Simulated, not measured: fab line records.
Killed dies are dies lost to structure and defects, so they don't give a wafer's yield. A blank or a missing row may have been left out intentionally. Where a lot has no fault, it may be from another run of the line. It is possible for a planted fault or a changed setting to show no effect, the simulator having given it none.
Chamber matching / flow sky130 / SKY_VIA4_CMP_02 on cmp-01 has 4 sister chambers
The step polishes SiO2. 27 wafers are shown with their chamber, then 12 later ones without.

## WAFERS, EACH WITH ITS CHAMBER
wafer=L075.1; chamber=0; motor_current_A (A)=12.6; edge_zone_pressure_frac=1.004
wafer=L075.4; chamber=1; motor_current_A (A)=11.2; edge_zone_pressure_frac=1.002
wafer=L075.5; chamber=1; motor_current_A (A)=11.0; edge_zone_pressure_frac=1.002
wafer=L077.1; chamber=1; motor_current_A (A)=11.2; edge_zone_pressure_frac=0.994
wafer=L077.4; chamber=2; motor_current_A (A)=12.8; edge_zone_pressure_frac=0.998
wafer=L077.6; chamber=0; motor_current_A (A)=12.2; edge_zone_pressure_frac=1.006
wafer=L079.1; chamber=1; motor_current_A (A)=11.3; edge_zone_pressure_frac=0.997
wafer=L079.4; chamber=0; motor_current_A (A)=12.8; edge_zone_pressure_frac=0.996
wafer=L079.6; chamber=3; motor_current_A (A)=12.4; edge_zone_pressure_frac=1.002
wafer=L080.1; chamber=0; motor_current_A (A)=12.5; edge_zone_pressure_frac=0.998
wafer=L080.2; chamber=3; motor_current_A (A)=12.2; edge_zone_pressure_frac=1.006
wafer=L080.6; chamber=2; motor_current_A (A)=13.3; edge_zone_pressure_frac=0.993
wafer=L081.1; chamber=3; motor_current_A (A)=11.5; edge_zone_pressure_frac=1.000
wafer=L081.4; chamber=2; motor_current_A (A)=12.8; edge_zone_pressure_frac=1.007
wafer=L081.5; chamber=1; motor_current_A (A)=11.3; edge_zone_pressure_frac=0.993
wafer=L084.2; chamber=0; motor_current_A (A)=12.6; edge_zone_pressure_frac=1.006
wafer=L084.4; chamber=1; motor_current_A (A)=10.8; edge_zone_pressure_frac=0.992
wafer=L084.6; chamber=1; motor_current_A (A)=11.0; edge_zone_pressure_frac=0.998
wafer=L085.2; chamber=1; motor_current_A (A)=10.7; edge_zone_pressure_frac=1.003
wafer=L085.3; chamber=3; motor_current_A (A)=12.0; edge_zone_pressure_frac=1.003
wafer=L085.5; chamber=0; motor_current_A (A)=12.5; edge_zone_pressure_frac=0.999
wafer=L088.1; chamber=2; motor_current_A (A)=12.5; edge_zone_pressure_frac=0.996
wafer=L088.3; chamber=3; motor_current_A (A)=12.2; edge_zone_pressure_frac=0.995
wafer=L088.6; chamber=1; motor_current_A (A)=11.4; edge_zone_pressure_frac=0.999
wafer=L090.2; chamber=1; motor_current_A (A)=10.9; edge_zone_pressure_frac=1.004
wafer=L090.3; chamber=2; motor_current_A (A)=13.0; edge_zone_pressure_frac=0.998
wafer=L090.5; chamber=2; motor_current_A (A)=12.6; edge_zone_pressure_frac=0.992

SIGNATURES, as means of the wafers listed above
reading=motor_current_A; chamber 0=12.533; chamber 1=11.080; chamber 2=12.833; chamber 3=12.060; scatter within a chamber=0.262
reading=edge_zone_pressure_frac; chamber 0=1.00150; chamber 1=0.99840; chamber 2=0.99733; chamber 3=1.00120; scatter within a chamber=0.00455
Rule: for a wafer and a chamber, the distance is found by dividing, reading by reading, the gap between the wafer's reading and the chamber's mean by the reading's scatter, squaring, summing and taking the root. The wafer belongs to the nearest chamber; if the next one is less than 2 further off, it can't be placed. The scatter: the root of (the sum of the squares of (reading less its chamber's mean) over the shown wafers, divided by (wafers less chambers)).

## WAFERS WITH NO CHAMBER GIVEN
wafer=L093.2; motor_current_A (A)=12.4; edge_zone_pressure_frac=0.994
wafer=L093.3; motor_current_A (A)=12.1; edge_zone_pressure_frac=1.004
wafer=L093.5; motor_current_A (A)=12.0; edge_zone_pressure_frac=0.998
wafer=L094.1; motor_current_A (A)=10.8; edge_zone_pressure_frac=1.004
wafer=L094.4; motor_current_A (A)=13.1; edge_zone_pressure_frac=1.009
wafer=L094.5; motor_current_A (A)=12.4; edge_zone_pressure_frac=1.004
wafer=L095.2; motor_current_A (A)=12.7; edge_zone_pressure_frac=1.001
wafer=L095.4; motor_current_A (A)=10.7; edge_zone_pressure_frac=0.989
wafer=L095.5; motor_current_A (A)=12.0; edge_zone_pressure_frac=0.986
wafer=L096.1; motor_current_A (A)=12.1; edge_zone_pressure_frac=1.000
wafer=L096.2; motor_current_A (A)=12.6; edge_zone_pressure_frac=1.004
wafer=L096.3; motor_current_A (A)=12.5; edge_zone_pressure_frac=0.984

## THE CHAMBER EACH PASSED THROUGH
wafer=L093.2; from the rows above=can't be placed: 0 or 2 or 3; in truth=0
wafer=L093.3; from the rows above=can't be placed: 3 or 0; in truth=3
wafer=L093.5; from the rows above=can't be placed: 3 or 0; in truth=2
wafer=L094.1; from the rows above=1; in truth=1
wafer=L094.4; from the rows above=can't be placed: 0 or 2 or 3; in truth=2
wafer=L094.5; from the rows above=can't be placed: 0 or 3 or 2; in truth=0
wafer=L095.2; from the rows above=can't be placed: 0 or 2 or 3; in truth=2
wafer=L095.4; from the rows above=1; in truth=1
wafer=L095.5; from the rows above=can't be placed: 3 or 0 or 2 or 1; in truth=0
wafer=L096.1; from the rows above=can't be placed: 3 or 0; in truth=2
wafer=L096.2; from the rows above=can't be placed: 0 or 2 or 3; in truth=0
wafer=L096.3; from the rows above=can't be placed: 2 or 0 or 3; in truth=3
Correctly placed: 2 of 12. Cannot be placed on the basis of these rows: 10; the candidates contain the true chamber in 8. Number placed wrongly: 0.
